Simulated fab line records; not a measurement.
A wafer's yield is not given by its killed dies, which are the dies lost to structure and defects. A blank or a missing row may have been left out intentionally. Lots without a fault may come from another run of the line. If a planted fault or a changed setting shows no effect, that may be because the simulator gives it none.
Split-lot study ; flow sfq-line ; route with 325 steps; 5 lots, 23 wafers read

## ABOUT THE SPLIT
At SFQ_TRILAYER_M1_DEP_SPUTTER_037 (material Nb, target thk 200 nm, time 133.3 s), the setting time-s was moved away from the recipe's 133.3 s on 8 of the 23 wafers read, by -10.7% to +9.7%. All remaining wafers had this setting at the recipe value.

Split to reading: the file shows no intervening step.

## THE READING
M1_NB_RS, in ohm/sq, at SFQ_M1_RS_MEAS_909 (measures by four-point-probe). Fault-free wafers of this fab line usually give 0.886 ohm/sq, standard deviation 0.006 ohm/sq.

wafer;tool, chamber at the split;time-s as run, s;against the recipe;M1_NB_RS, ohm/sq;against lot-mates on the recipe
L076.1;pvd-sputter-06, -;133.3;recipe;0.874;-
L076.2;pvd-sputter-06, -;133.3;recipe;0.883;-
L076.3;pvd-sputter-06, -;133.3;recipe;0.886;-
L076.5;pvd-sputter-06, -;133.3;recipe;0.883;-
L076.6;pvd-sputter-06, -;133.3;recipe;0.872;-
L077.1;pvd-sputter-04, -;119;-10.7%;0.991;+0.103
L077.3;pvd-sputter-04, -;119;-10.7%;0.991;+0.103
L077.4;pvd-sputter-04, -;133.3;recipe;0.889;-
L077.5;pvd-sputter-04, -;133.3;recipe;0.887;-
L077.6;pvd-sputter-04, -;119;-10.7%;0.988;+0.100
L079.1;pvd-sputter-06, -;133.3;recipe;0.879;-
L079.3;pvd-sputter-06, -;133.3;recipe;0.884;-
L079.4;pvd-sputter-06, -;133.3;recipe;0.883;-
L079.5;pvd-sputter-06, -;124.4;-6.7%;0.947;+0.065
L079.6;pvd-sputter-06, -;124.4;-6.7%;0.944;+0.062
L081.1;pvd-sputter-03, -;133.3;recipe;0.885;-
L081.3;pvd-sputter-03, -;133.3;recipe;0.891;-
L081.4;pvd-sputter-03, -;133.3;recipe;0.883;-
L083.1;pvd-sputter-06, -;146.2;+9.7%;0.808;-0.082
L083.2;pvd-sputter-06, -;146.2;+9.7%;0.812;-0.078
L083.3;pvd-sputter-06, -;133.3;recipe;0.893;-
L083.4;pvd-sputter-06, -;146.2;+9.7%;0.799;-0.091
L083.6;pvd-sputter-06, -;133.3;recipe;0.887;-

FIT RESULTS
A straight line over all 23 wafers: M1_NB_RS changes by -0.00901 ohm/sq for each +1% of time-s; r = -0.99; the points scatter about the line by 0.0067 ohm/sq.
The same after taking each lot's own level away (the mean of its wafers on the recipe; 23 wafers): -0.00914 ohm/sq for each +1%; r = -1.00; scatter 0.0044 ohm/sq.
The reading moves by 0.098 ohm/sq for the largest change in time-s, on that fit.
The lots' own levels span 0.8796 to 0.8900 ohm/sq, that is 1.7 times the standard deviation above.
The two slopes agree, so the slope changes little with the lot-to-lot level.
Check: +0.0986 ohm/sq against its lot-mates is what the line predicts for one of the wafers moved furthest among these (-10.7%) when that wafer is left out of the fit. It came out at +0.103 ohm/sq against them.

## OTHER SPLITS APPLIED TO THESE WAFERS
Note: prior to the reading, these wafers also went through further splits. Each is held against what the fit with the lots' levels taken away leaves over:
other split on the same wafers;wafers away from the commonest value;r with M1_NB_RS (lot level and that fit taken away)
SFQ_TRILAYER_INCOMING_OXIDATION_002 temp-c;10;-0.06
SFQ_TRILAYER_L0_DEP_SPUTTER_003 power-w;7;-0.09
SFQ_TRILAYER_L0_LITHO_PEB_008 peb-time-s;10;-0.11
SFQ_TRILAYER_L0_VIA_LITHO_COAT_018 spin-rpm;5;-0.29
SFQ_TRILAYER_L0_VIA_LITHO_PEB_016 peb-time-s;10;+0.50
SFQ_TRILAYER_M0_LITHO_COAT_026 spin-rpm;5;-0.04
SFQ_TRILAYER_M0_LITHO_COAT_021 spin-rpm;8;-0.28
SFQ_TRILAYER_I0_VIA_LITHO_COAT_036 spin-rpm;8;+0.03
SFQ_TRILAYER_I0_VIA_BARC_OPEN_VIA_ETCH_046 time-s;5;+0.13

## THE WHOLE CHAIN: every reading that the file lists as answering this split, in the file's order
step;what it does;reading;change (the file's fit);r (the file's)
SFQ_TRILAYER_M1_DEP_SPUTTER_037;material Nb, target thk 200 nm, time 133.3 s;Nb_of_TRILAYER_M1_DEP_SPUTTER_037.thk-nm (the simulator's own value, which no gauge read);+2.02 nm for each +1% of the setting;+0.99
SFQ_M1_RS_MEAS_909;measures by four-point-probe;M1_NB_RS;-0.00918 for each +1% of the setting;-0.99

## FILE'S OWN FIT
M1_NB_RS changes by -0.00918 ohm/sq for each +1% of time-s, r = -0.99.
